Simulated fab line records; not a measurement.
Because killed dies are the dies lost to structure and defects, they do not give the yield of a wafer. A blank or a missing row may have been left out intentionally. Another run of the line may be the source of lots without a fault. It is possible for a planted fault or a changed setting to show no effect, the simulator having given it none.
fab line records	flow sky130	part 1 of 2: steps 1 to 30 of 39
[record] lots = 5	wafers = 15	last_day = 50
route steps=708 shown SD_N@350 SD_P@359 RES_XHIGH@360 SALICIDE@361 LI_CONTACT@362 LOCAL_INTERCONNECT@387
lots that met no fault: from a run of the same line without faults
start_h: hours from the record's first day to the start of the lot's first wafer shown	wait_h: time in hours since the lot's previous step	" unchanged from the row above	L1.1+2: a row that stands for several wafers	- no value present, or no start provided	* or withheld: withheld	< > ~ a bound
route shown NAME@n: a module of which the file shows steps, and the number in the route of the first	usual: mean/standard deviation taken from wafers without a fault	same: alike in all rows	chamber/n: place in a boat	sites: each site's reading	_std_site: standard deviation of those values	_edge_site: the outer-site mean with the inner-site mean subtracted	radius_mm: for every site, how far away it sits from the centre of the wafer	mask NAME#n: copy n	behind: tool/chamber where the wafer was last shaped	hold: why the lot went on hold/how many hours it stayed there/how the hold came to an end	device: names the non-switching transistor (n, p or np)	end of line: the tests these same wafers got at the end of their route	a step given without rows: its recipe and nothing more	killed: not the wafer's yield, but the dies lost to structure and defects at the first sort	map: dies across one wafer; x = killed, . = not, _ = none there
set.NAME: setting as actually run; set.NAME@STEP: the setting as run at that earlier step	model.NAME: the simulator's own value behind a step, which no gauge read
a table for each step, a row for each wafer; lots at some steps of the route
services: from which hour (start_h, from the record's first day; less than 0 if before it) a tool's chamber was out of use, for how many hours, and why
[[steps]]
[step SKY_SD_N_OVL_MEAS_08]
[usual] SD_N_OVL = 0.2/1.2
lot.wafer	tool	chamber	start_h	wait_h	SD_N_OVL[nm]
L080.4	overlay-01	-	703.78	0.1	-0.2
L080.5	"	-	"	"	0.9
L080.6	"	-	"	"	-0.8
L082.3	overlay-01	-	711.99	0.1	3.5
L082.5	"	-	"	"	1.3
L082.6	"	-	"	"	1.8
L084.3	overlay-01	-	728.86	0.1	0.8
L084.4	"	-	"	"	1.0
L084.5	"	-	"	"	0.2
L089.1	overlay-02	-	767.26	0.1	-1.9
L089.2	"	-	"	"	0.2
L089.6	"	-	"	"	0.3
L096.1	overlay-01	-	822.96	0.1	-0.2
L096.2	"	-	"	"	0.1
L096.3	"	-	"	"	-1.7
[step SKY_SD_N_IMPLANT_09]
[recipe] species = As	energy_kev = 50	dose_cm2 = 4e+15	tilt_deg = 0
lot.wafer	tool	chamber	start_h	wait_h
L080.4+5+6	implanter-02	0	703.87	0.1
L082.3+5+6	implanter-03	0	712.06	0.1
L084.3+4+5	implanter-03	0	728.93	0.1
L089.1+2+6	implanter-04	0	767.29	0.0
L096.1+2+3	implanter-04	0	822.99	0.0
[step SKY_SD_N_IMPLANT_10]
[recipe] species = P	energy_kev = 20	dose_cm2 = 1e+14	tilt_deg = 0
lot.wafer	tool	chamber	start_h	wait_h
L080.4+5+6	implanter-02	0	704.02	0.1
L082.3+5+6	implanter-03	0	712.21	0.1
L084.3+4+5	implanter-03	0	729.08	0.1
L089.1+2+6	implanter-04	0	767.44	0.1
L096.1+2+3	implanter-04	0	823.14	0.1
[step SKY_SD_N_STRIP_11]
[recipe] chemistry = O2/N2	power_w = 1400	pressure_mtorr = 1500	platen_temp_c = withheld	o2_flow_sccm = 3000	n2_flow_sccm = 300	overash_fraction = 0.5
[usual] drypump_motor_current_A = 5.8/0.41	oes_product_au = 0.527/0.0046	strip_time_to_endpoint_s = 22.54/0.036
[same] overash_fraction = 0.5
lot.wafer	tool	chamber	start_h	wait_h	drypump_motor_current_A	oes_product_au	rf_hours_counter_h	strip_time_to_endpoint_s
L080.4	plasma_asher-01	1	704.13	0.1	5.4	0.526	-	22.60
L080.5	"	1	"	"	5.4	0.523	-	22.63
L080.6	"	0	"	"	6.1	0.525	-	22.63
L082.3	plasma_asher-01	1	712.35	0.1	5.4	0.529	-	22.46
L082.5	"	1	"	"	5.4	0.526	-	22.49
L082.6	"	0	"	"	6.1	0.523	-	22.53
L084.3	plasma_asher-04	1	729.22	0.1	6.3	0.532	-	22.47
L084.4	"	0	"	"	5.4	0.524	-	22.46
L084.5	"	0	"	"	5.4	0.532	-	22.50
L089.1	plasma_asher-01	0	767.59	0.1	6.1	0.530	66	22.52
L089.2	"	1	"	"	5.4	0.527	66	22.53
L089.6	"	0	"	"	6.1	0.528	-	22.56
L096.1	plasma_asher-03	0	823.29	0.1	6.3	0.522	90	22.57
L096.2	"	1	"	"	5.8	0.528	90	22.56
L096.3	"	0	"	"	6.3	0.531	-	22.56
[step SKY_SD_N_TW_MEAS_12]
[usual] SD_N_TW = 3952/26
lot.wafer	tool	chamber	start_h	wait_h	SD_N_TW
L080.4	film_metro-02	-	704.22	0.1	3912
L080.5	"	-	"	"	3915
L080.6	"	-	"	"	3890
L082.3	film_metro-03	-	712.43	0.1	3990
L082.5	"	-	"	"	3982
L082.6	"	-	"	"	3979
L084.3	film_metro-04	-	729.30	0.1	3945
L084.4	"	-	"	"	3941
L084.5	"	-	"	"	3958
L089.1	film_metro-02	-	767.69	0.1	3914
L089.2	"	-	"	"	3941
L089.6	"	-	"	"	3921
L096.1	film_metro-03	-	823.39	0.1	3993
L096.2	"	-	"	"	3969
L096.3	"	-	"	"	3979
[step SKY_SD_N_CLEAN_13]
[recipe] chemistry = SC1/SC2	mix = 1:4:20	temp_c = 70	time_s = 150	dry = n2_spin
[usual] temp_c = 69.99/0.11
lot.wafer	tool	chamber	start_h	wait_h	temp_c
L080.4	wet_bench-04	3	704.25	0.0	70.28
L080.5	"	3	"	"	69.93
L080.6	"	3	"	"	70.17
L082.3	wet_bench-01	1	712.47	0.0	70.04
L082.5	"	1	"	"	69.98
L082.6	"	1	"	"	69.84
L084.3	wet_bench-02	0	729.34	0.0	70.04
L084.4	"	0	"	"	69.98
L084.5	"	0	"	"	69.98
L089.1	wet_bench-04	3	767.75	0.1	69.96
L089.2	"	3	"	"	69.99
L089.6	"	3	"	"	70.14
L096.1	wet_bench-04	1	823.45	0.1	69.99
L096.2	"	1	"	"	69.94
L096.3	"	1	"	"	69.71
[step SKY_SD_N_RTA_14]
[recipe] temp_c = 1075	time_s = 2	idle_temp_c = 650	ramp_up_c_per_s = 150	ramp_down_c_per_s = 90	ambient = N2
[usual] lamp_power_pct = 15.74/0.052	wafer_temp_C_max = 1077.9/1.2
lot.wafer	tool	chamber	start_h	wait_h	lamp_power_pct	wafer_temp_C_max
L080.4	rtp_anneal-02	0	704.33	0.0	15.67	1076.1
L080.5	"	0	"	"	15.73	1079.0
L080.6	"	0	"	"	15.72	1077.3
L082.3	rtp_anneal-02	0	712.55	0.0	15.75	1076.6
L082.5	"	0	"	"	15.67	1077.6
L082.6	"	0	"	"	15.71	1078.8
L084.3	rtp_anneal-02	0	729.41	0.0	15.73	1078.5
L084.4	"	0	"	"	15.78	1077.5
L084.5	"	0	"	"	15.74	1077.5
L089.1	rtp_anneal-01	0	767.80	0.0	15.80	1076.8
L089.2	"	0	"	"	15.72	1078.1
L089.6	"	0	"	"	15.78	1076.9
L096.1	rtp_anneal-02	0	823.51	0.0	15.63	1078.1
L096.2	"	0	"	"	15.71	1077.8
L096.3	"	0	"	"	15.67	1081.6
[step SKY_SD_N_RS_MEAS_16]
[recipe] thk_meas_gauge = four-point-probe
[usual] SD_N_RS = 68.58/0.11
lot.wafer	tool	chamber	start_h	wait_h	SD_N_RS[ohm/sq]
L080.4	film_metro-04	-	704.54	0.1	68.36
L080.5	"	-	"	"	68.50
L080.6	"	-	"	"	68.47
L082.3	film_metro-02	-	712.74	0.1	68.62
L082.5	"	-	"	"	68.54
L082.6	"	-	"	"	68.56
L084.3	film_metro-02	-	729.61	0.1	68.51
L084.4	"	-	"	"	68.72
L084.5	"	-	"	"	68.70
L089.1	film_metro-03	-	767.98	0.1	68.40
L089.2	"	-	"	"	68.67
L089.6	"	-	"	"	68.60
L096.1	film_metro-04	-	823.68	0.1	68.66
L096.2	"	-	"	"	68.63
L096.3	"	-	"	"	68.57
[step SKY_SD_N_RS_MEAS_17]
[recipe] thk_meas_gauge = four-point-probe
[usual] SD_P_RS = 147.1/0.33
lot.wafer	tool	chamber	start_h	wait_h	SD_P_RS[ohm/sq]
L080.4	film_metro-04	-	704.66	0.1	146.7
L080.5	"	-	"	"	146.6
L080.6	"	-	"	"	147.2
L082.3	film_metro-02	-	712.86	0.1	147.0
L082.5	"	-	"	"	146.9
L082.6	"	-	"	"	146.6
L084.3	film_metro-02	-	729.73	0.1	147.2
L084.4	"	-	"	"	147.5
L084.5	"	-	"	"	147.0
L089.1	film_metro-03	-	768.10	0.1	146.9
L089.2	"	-	"	"	147.3
L089.6	"	-	"	"	147.4
L096.1	film_metro-04	-	823.80	0.1	146.9
L096.2	"	-	"	"	147.4
L096.3	"	-	"	"	147.3
[step SKY_SD_N_RS_MEAS_18]
[recipe] thk_meas_gauge = four-point-probe
[usual] RES_XHIGH_RS = 333.5/1.3
lot.wafer	tool	chamber	start_h	wait_h	RES_XHIGH_RS[ohm/sq]
L080.4	film_metro-04	-	704.78	0.1	334.2
L080.5	"	-	"	"	335.4
L080.6	"	-	"	"	335.7
L082.3	film_metro-02	-	712.98	0.1	333.7
L082.5	"	-	"	"	332.5
L082.6	"	-	"	"	333.0
L084.3	film_metro-02	-	729.85	0.1	332.1
L084.4	"	-	"	"	334.0
L084.5	"	-	"	"	331.9
L089.1	film_metro-03	-	768.22	0.1	334.6
L089.2	"	-	"	"	333.7
L089.6	"	-	"	"	333.8
L096.1	film_metro-04	-	823.92	0.1	331.0
L096.2	"	-	"	"	333.1
L096.3	"	-	"	"	332.4
[step SKY_SALICIDE_CLEAN_00]
[recipe] chemistry = HF-last	time_s = 30	dilution = 100:1	dry = ipa_marangoni
lot.wafer	tool	chamber	start_h	wait_h
L080.4+5+6	wet_bench-04	3	704.84	0.0
L082.3+5+6	wet_bench-03	1	713.06	0.1
L084.3+4+5	wet_bench-04	3	729.93	0.1
L089.1+2+6	wet_bench-04	2	768.34	0.1
L096.1+2+3	wet_bench-02	1	824.04	0.1
[step SKY_LI_CONTACT_HDPCVD_00]
[recipe] material = PSG	target_thk_nm = 930	sigma_open_frac = 0.3	time_s = 155	temp_c = 600	sih4_flow_sccm = 60	pressure_mtorr = 6
[usual] sih4_flow_sccm = 60.01/0.19
lot.wafer	tool	chamber	start_h	wait_h	sih4_flow_sccm
L080.4	hdpcvd-01	2	704.91	0.1	59.98
L080.5	"	1	"	"	59.99
L080.6	"	0	"	"	59.91
L082.3	hdpcvd-01	2	713.08	0.0	60.25
L082.5	"	0	"	"	59.95
L082.6	"	1	"	"	60.15
L084.3	hdpcvd-01	0	729.94	0.0	60.02
L084.4	"	2	"	"	60.00
L084.5	"	1	"	"	59.66
L089.1	hdpcvd-02	2	768.35	0.0	60.22
L089.2	"	0	"	"	59.77
L089.6	"	0	"	"	60.17
L096.1	hdpcvd-01	2	824.06	0.0	59.85
L096.2	"	1	"	"	59.88
L096.3	"	0	"	"	60.13
[step SKY_LI_CONTACT_THK_MEAS_01]
[recipe] reads = PSG_of_LI_CONTACT_HDPCVD_00
[usual] LI_CONTACT_HDPCVD_THK = 933/12
lot.wafer	tool	chamber	start_h	wait_h	LI_CONTACT_HDPCVD_THK[nm]
L080.4	film_metro-02	-	704.99	0.0	946
L080.5	"	-	"	"	942
L080.6	"	-	"	"	945
L082.3	film_metro-02	-	713.20	0.1	930
L082.5	"	-	"	"	944
L082.6	"	-	"	"	935
L084.3	film_metro-03	-	730.07	0.1	938
L084.4	"	-	"	"	920
L084.5	"	-	"	"	926
L089.1	film_metro-02	-	768.46	0.1	936
L089.2	"	-	"	"	924
L089.6	"	-	"	"	917
L096.1	film_metro-03	-	824.16	0.1	922
L096.2	"	-	"	"	922
L096.3	"	-	"	"	941
[step SKY_LI_CONTACT_CMP_02]
[recipe] material = PSG	down_force_psi = 4	platen_rpm = 60	pad_velocity_m_s = 0.94248
[usual] motor_current_A = 11.8/0.48	time_to_endpoint_s = 31.4/2.9
lot.wafer	tool	chamber	start_h	wait_h	motor_current_A	time_to_endpoint_s
L080.4	cmp-02	0	705.17	0.2	11.7	33.0
L080.5	"	1	"	"	11.9	35.6
L080.6	"	2	"	"	11.4	31.9
L082.3	cmp-02	1	713.24	0.0	11.6	33.7
L082.6	"	1	"	"	11.3	34.2
L082.5	"	2	"	"	11.7	28.7
L084.3	cmp-02	1	730.11	0.0	11.4	33.0
L084.4	"	3	"	"	11.6	27.2
L084.5	"	2	"	"	11.5	29.5
L089.2	cmp-01	0	768.57	0.1	11.6	30.0
L089.1	"	1	"	"	12.3	31.0
L089.6	"	3	"	"	12.5	29.9
L096.1	cmp-01	0	824.22	0.1	12.7	28.3
L096.3	"	1	"	"	12.2	25.3
L096.2	"	3	"	"	12.8	30.8
[step SKY_LI_CONTACT_BOW_MEAS_03]
[recipe] mode = bow
[usual] LI_CONTACT_BOW = 56/7
lot.wafer	tool	chamber	start_h	wait_h	LI_CONTACT_BOW[um]
L080.4	film_metro-03	-	705.38	0.2	52
L080.5	"	-	"	"	51
L080.6	"	-	"	"	51
L082.3	film_metro-03	-	713.58	0.3	65
L082.5	"	-	"	"	65
L082.6	"	-	"	"	71
L084.3	film_metro-04	-	730.45	0.3	55
L084.4	"	-	"	"	56
L084.5	"	-	"	"	53
L089.1	film_metro-03	-	768.82	0.1	54
L089.2	"	-	"	"	54
L089.6	"	-	"	"	53
L096.1	film_metro-02	-	824.52	0.2	56
L096.2	"	-	"	"	53
L096.3	"	-	"	"	62
[step SKY_LI_CONTACT_DEHYDRATE_04]
[recipe] temp_c = 200	time_s = 60
lot.wafer	tool	chamber	start_h	wait_h
L080.4+5+6	litho_track-04	0	719.21	13.8
L082.3+5+6	litho_track-02	0	726.71	13.1
L084.3+4+5	litho_track-04	0	744.24	13.8
L089.1+2+6	litho_track-04	0	781.09	12.3
L096.1+2+3	litho_track-02	0	837.56	13.0
[step SKY_LI_CONTACT_HMDS_05]
[recipe] prime_time_s = 60	prime_temp_c = 120
lot.wafer	tool	chamber	start_h	wait_h
L080.4+5+6	litho_track-04	0	719.36	0.1
L082.3+5+6	litho_track-02	0	726.86	0.1
L084.3+4+5	litho_track-04	0	744.39	0.1
L089.1+2+6	litho_track-04	0	781.24	0.1
L096.1+2+3	litho_track-02	0	837.71	0.1
[step SKY_LI_CONTACT_COAT_06]
[recipe] resist = BARC	temp_c = withheld	time_s = withheld	spin_rpm = 3000	resist_thk_nm = 60
lot.wafer	tool	chamber	start_h	wait_h
L080.4+5+6	litho_track-04	0	719.51	0.1
L082.3+5+6	litho_track-02	0	727.01	0.1
L084.3+4+5	litho_track-04	0	744.54	0.1
L089.1+2+6	litho_track-04	0	781.39	0.1
L096.1+2+3	litho_track-02	0	837.86	0.1
[step SKY_LI_CONTACT_COAT_07]
[recipe] resist = KrF-thick	spin_rpm = 3000	resist_thk_nm = 450
lot.wafer	tool	chamber	start_h	wait_h
L080.4+5+6	litho_track-04	0	-	-
L082.3+5+6	litho_track-02	0	-	-
L084.3+4+5	litho_track-04	0	-	-
L089.1+2+6	litho_track-04	0	-	-
L096.1+2+3	litho_track-02	0	-	-
[step SKY_LI_CONTACT_SOFTBAKE_08]
[recipe] temp_c = 100	time_s = 90	resist = KrF-thick
lot.wafer	tool	chamber	start_h	wait_h
L080.4+5+6	litho_track-04	0	-	-
L082.3+5+6	litho_track-02	0	-	-
L084.3+4+5	litho_track-04	0	-	-
L089.1+2+6	litho_track-04	0	-	-
L096.1+2+3	litho_track-02	0	-	-
[step SKY_LI_CONTACT_EXPOSE_09]
[recipe] mask_id = LICM1	na = 0.8	source_shape = annular	sigma_inner = 0.55	sigma_outer = 0.85	target_cd_nm = 170	dose_mj = 38
lot.wafer	tool	chamber	start_h	wait_h	mask
L080.4+5+6	krf_scanner-02	0	-	-	LICM1#0
L082.3+5+6	krf_scanner-01	0	-	-	LICM1#0
L084.3+4+5	krf_scanner-01	0	-	-	LICM1#0
L089.1+2+6	krf_scanner-02	0	-	-	LICM1#0
L096.1+2+3	krf_scanner-01	0	-	-	LICM1#0
[step SKY_LI_CONTACT_PEB_10]
[recipe] peb_temp_c = withheld	peb_time_s = withheld	resist = KrF-thick
lot.wafer	tool	chamber	start_h	wait_h
L080.4+5+6	litho_track-04	0	-	-
L082.3+5+6	litho_track-02	0	-	-
L084.3+4+5	litho_track-04	0	-	-
L089.1+2+6	litho_track-02	0	-	-
L096.1+2+3	litho_track-04	0	-	-
[step SKY_LI_CONTACT_DEVELOP_11]
[recipe] develop_time_s = 60	resist = KrF-thick	dev_temp_c = 21.68
lot.wafer	tool	chamber	start_h	wait_h
L080.4+5+6	litho_track-04	0	-	-
L082.3+5+6	litho_track-02	0	-	-
L084.3+4+5	litho_track-04	0	-	-
L089.1+2+6	litho_track-02	0	-	-
L096.1+2+3	litho_track-04	0	-	-
[step SKY_LI_CONTACT_CD_MEAS_12]
[recipe] target_cd_nm = 170
[usual] cd_nm = 170.3/2
lot.wafer	tool	chamber	start_h	wait_h	cd_nm
L080.4	cd_sem-01	-	733.25	-	170.9
L080.5	"	-	"	"	172.0
L080.6	"	-	"	"	172.2
L082.3	cd_sem-01	-	741.60	-	171.1
L082.5	"	-	"	"	172.4
L082.6	"	-	"	"	173.1
L084.3	cd_sem-02	-	757.88	-	170.9
L084.4	"	-	"	"	171.6
L084.5	"	-	"	"	171.7
L089.1	cd_sem-02	-	795.36	-	170.8
L089.2	"	-	"	"	171.7
L089.6	"	-	"	"	172.1
L096.1	cd_sem-02	-	851.34	-	174.9
L096.2	"	-	"	"	173.7
L096.3	"	-	"	"	173.4
[step SKY_LI_CONTACT_OVL_MEAS_13]
[usual] LI_CONTACT_OVL = -3/5.6
lot.wafer	tool	chamber	start_h	wait_h	LI_CONTACT_OVL[nm]
L080.4	overlay-01	-	733.33	0.1	-6
L080.5	"	-	"	"	1
L080.6	"	-	"	"	-7
L082.3	overlay-02	-	741.69	0.1	-9
L082.5	"	-	"	"	-10
L082.6	"	-	"	"	-13
L084.3	overlay-02	-	757.97	0.1	-12
L084.4	"	-	"	"	-16
L084.5	"	-	"	"	-12
L089.1	overlay-01	-	795.48	0.1	-8
L089.2	"	-	"	"	-2
L089.6	"	-	"	"	-3
L096.1	overlay-01	-	851.46	0.1	-8
L096.2	"	-	"	"	1
L096.3	"	-	"	"	-2
[step SKY_LI_CONTACT_ETCH_14]
[recipe] chemistry = N2/H2	target = BARC	ion_energy_ev = 200	source_w = 500	bias_w = 100	pressure_mtorr = 30	n2_flow_sccm = 100	h2_flow_sccm = 200	stop_on = SiO2	time_s = 45.9	target_depth_a = 600
[usual] drypump_motor_current_A = 5.8/0.37	oes_product_au = 0.854/0.0053	throttle_valve_pct = 13.225/0.009
lot.wafer	tool	chamber	start_h	wait_h	drypump_motor_current_A	oes_product_au	rf_hours_counter_h	throttle_valve_pct
L080.4	rie_diel-02	0	733.34	0.0	5.9	0.854	17	13.216
L080.5	"	2	"	"	5.8	0.853	-	13.228
L080.6	"	1	"	"	5.1	0.854	-	13.211
L082.3	rie_diel-03	1	741.71	0.0	5.8	0.852	16	13.233
L082.5	"	2	"	"	5.3	0.848	-	13.219
L082.6	"	1	"	"	5.8	0.850	-	13.228
L084.3	rie_diel-04	1	757.99	0.0	5.8	0.845	10	13.225
L084.4	"	0	"	"	5.6	0.853	-	13.231
L084.5	"	2	"	"	6.1	0.854	-	13.230
L089.1	rie_diel-02	1	795.51	0.0	5.1	0.860	12	13.223
L089.2	"	0	"	"	5.9	0.859	18	13.228
L089.6	"	3	"	"	6.1	0.858	-	13.236
L096.1	rie_diel-02	3	851.49	0.0	6.1	0.855	3	13.234
L096.2	"	1	"	"	5.1	0.858	14	13.231
L096.3	"	2	"	"	5.9	0.853	7	13.240
[step SKY_LI_CONTACT_ETCH_15]
[recipe] target = PSG	chemistry = C4F8/O2/Ar	stop_on = Si	taper_deg = 4.15	mask_material = KrF-thick	source_w = 1500	bias_w = 1200	pressure_mtorr = 40	c4f8_flow_sccm = withheld	O2_flow_sccm = 6	Ar_flow_sccm = 300	time_s = withheld	target_depth_a = 6000
[usual] oes_product_au = 0.847/0.0052
lot.wafer	tool	chamber	start_h	wait_h	oes_product_au
L080.4	rie_diel-02	0	733.39	0.0	0.854
L080.5	"	2	"	"	0.846
L080.6	"	1	"	"	0.844
L082.3	rie_diel-03	1	741.76	0.0	0.852
L082.5	"	2	"	"	0.852
L082.6	"	1	"	"	0.856
L084.3	rie_diel-04	1	758.04	0.0	0.847
L084.4	"	0	"	"	0.851
L084.5	"	2	"	"	0.846
L089.1	rie_diel-02	1	795.56	0.0	0.848
L089.2	"	0	"	"	0.848
L089.6	"	3	"	"	0.849
L096.1	rie_diel-02	3	851.54	0.0	0.848
L096.2	"	1	"	"	0.852
L096.3	"	2	"	"	0.851
[step SKY_LI_CONTACT_STRIP_16]
[recipe] chemistry = O2/N2	power_w = 1400	pressure_mtorr = 1500	platen_temp_c = withheld	o2_flow_sccm = 3000	n2_flow_sccm = 300	overash_fraction = 0.5
[usual] drypump_motor_current_A = 5.9/0.32	oes_product_au = 0.377/0.0048	strip_time_to_endpoint_s = 3.522/0.029
[same] overash_fraction = 0.5
lot.wafer	tool	chamber	start_h	wait_h	drypump_motor_current_A	oes_product_au	rf_hours_counter_h	strip_time_to_endpoint_s
L080.4	plasma_asher-04	1	733.51	-	6.3	0.382	-	3.528
L080.5	"	1	"	"	6.3	0.382	-	3.525
L080.6	"	0	"	"	5.3	0.373	-	3.505
L082.3	plasma_asher-02	0	741.88	-	6.0	0.379	-	3.555
L082.5	"	1	"	"	6.0	0.370	-	3.532
L082.6	"	0	"	"	6.0	0.382	-	3.527
L084.3	plasma_asher-01	1	758.15	-	5.4	0.378	-	3.551
L084.4	"	0	"	"	6.1	0.376	-	3.498
L084.5	"	0	"	"	6.1	0.377	-	3.455
L089.1	plasma_asher-02	0	795.64	-	6.0	0.368	36	3.449
L089.2	"	1	"	"	6.0	0.378	36	3.528
L089.6	"	0	"	"	6.0	0.378	-	3.516
L096.1	plasma_asher-02	1	851.62	-	6.0	0.369	44	3.512
L096.2	"	0	"	"	5.9	0.374	44	3.500
L096.3	"	1	"	"	6.0	0.370	-	3.520
[step SKY_LI_CONTACT_CLEAN_17]
[recipe] chemistry = NMP	time_s = 600	temp_c = 60	dry = n2_spin
[usual] temp_c = 60.02/0.12
lot.wafer	tool	chamber	start_h	wait_h	temp_c
L080.4	wet_bench-01	3	733.57	0.0	60.11
L080.5	"	3	"	"	60.04
L080.6	"	3	"	"	60.28
L082.3	wet_bench-03	3	741.94	0.0	60.01
L082.5	"	3	"	"	60.10
L082.6	"	3	"	"	60.04
L084.3	wet_bench-01	1	758.22	0.0	60.09
L084.4	"	1	"	"	60.10
L084.5	"	1	"	"	60.15
L089.1	wet_bench-02	2	795.74	0.1	59.97
L089.2	"	2	"	"	59.94
L089.6	"	2	"	"	60.00
L096.1	wet_bench-01	1	851.72	0.1	59.74
L096.2	"	1	"	"	60.00
L096.3	"	1	"	"	60.17
[step SKY_LI_CONTACT_PRE_CLEAN_18]
[recipe] gas = Ar	time_s = 5.6	bias_v = 358
lot.wafer	tool	chamber	start_h	wait_h
L080.4+5+6	pvd_sputter-04	-	733.75	0.0
L082.3+5+6	pvd_sputter-04	-	742.12	0.0
L084.3+4+5	pvd_sputter-02	-	758.40	0.0
L089.1+2+6	pvd_sputter-02	-	795.92	0.0
L096.1+2+3	pvd_sputter-02	-	851.91	0.0
